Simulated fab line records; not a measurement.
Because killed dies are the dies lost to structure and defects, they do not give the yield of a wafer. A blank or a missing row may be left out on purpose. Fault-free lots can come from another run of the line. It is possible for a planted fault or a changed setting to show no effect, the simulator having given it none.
Code-filled problem report in 8D (eight disciplines) form -- flow gf180mcu -- the parts of the form that need people (team, actions taken, sign-off) are left out

== 1. THE ISSUE ==
HV_LDD_4_TW at GF_HV_LDD_TW_MEAS_50 reads a mean of 30 on 9 wafers of 3 lots; wafers without a fault read 575 with a standard deviation of 5.1. That is -99 or more standard deviations from the usual mean.
Earliest sighting: wafer L139.1 on film-metro-01 at day 16 05:58. At this step, 45 wafers from 15 lots have a number in the record. Rule for "out", or "out of limits": more than 4 standard deviations from the usual mean. Any other wafer with a number is counted as sound.

== 2. WHAT THIS IS AND IS NOT ==
question,is,is not
which readings at this step,HV_LDD_4_TW,-
which lots,"L139, L140, L141","L127, L128, L130, L132, L133, L135, L136, L138, L147, L148, L149, L150"
which wafers of those lots,all that have a number,-
read on which gauges,"film-metro-01, film-metro-02, film-metro-03",-
when,from day 16 05:58,"up to then (24 sound wafers); but 12 sound wafers of L147, L148, L149, L150 came after"

== 3. SUSPECTS, AND WHAT RULES EACH OUT ==
Counting: a tool at any process step up to the reading remains a suspect when it ran all the lots that are out and ran no sound lot after the first of those.
- ruled out: the gauge at GF_HV_LDD_TW_MEAS_50. The wafers that are out were read on 3 gauges (film-metro-01, film-metro-02, film-metro-03).
- implanter-03 at GF_HV_LDD_IMPLANT_48: ruled out as a lasting fault. Sound lots L148 ran on it after its first lot that is out, L139 (day 16 05:43).
Left after counting: nothing in the record.

== 4. THE CAUSE (what the simulator had put in) ==
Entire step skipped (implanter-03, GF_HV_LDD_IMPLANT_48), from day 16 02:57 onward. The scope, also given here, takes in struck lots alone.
The count ruled it out by mistake, since the rule takes a fault to strike every lot its tool runs from the start of the fault on, and this one did not do so.

== 5. SEQUENCE OF EFFECTS, ordered by route ==
One row per reading whose mean, taken over the struck wafers that have a number, lies over 3 standard deviations from the usual. Scope: only readings with a usual standard deviation given in the record; hours: median across lots of the time from each lot's start at the first step in this table that gives one to its start at this step; sigmas: change in usual standard deviations.
hours,step,reading,usual,on struck wafers,change,sigmas
0,GF_HV_LDD_TW_MEAS_50,HV_LDD_4_TW,575,30,-545,-99 or more
Readings that are blank on the struck wafers while sound wafers have them: beam-energy-keV at GF_HV_LDD_IMPLANT_48; beam-on-s at GF_HV_LDD_IMPLANT_48; faraday-current-uA at GF_HV_LDD_IMPLANT_48; tilt-deg at GF_HV_LDD_IMPLANT_48.

== 6. WHAT WOULD HAVE CAUGHT IT SOONER ==
In this record the first reading out of limits at a measuring or inspecting step was taken at day 16 05:58, 3 hours after the fault began at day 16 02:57.
At GF_HV_LDD_IMPLANT_48 the tool's readings are blank on the struck wafers, where sound wafers have them: an empty tool record is the first sign, and it was there at once.
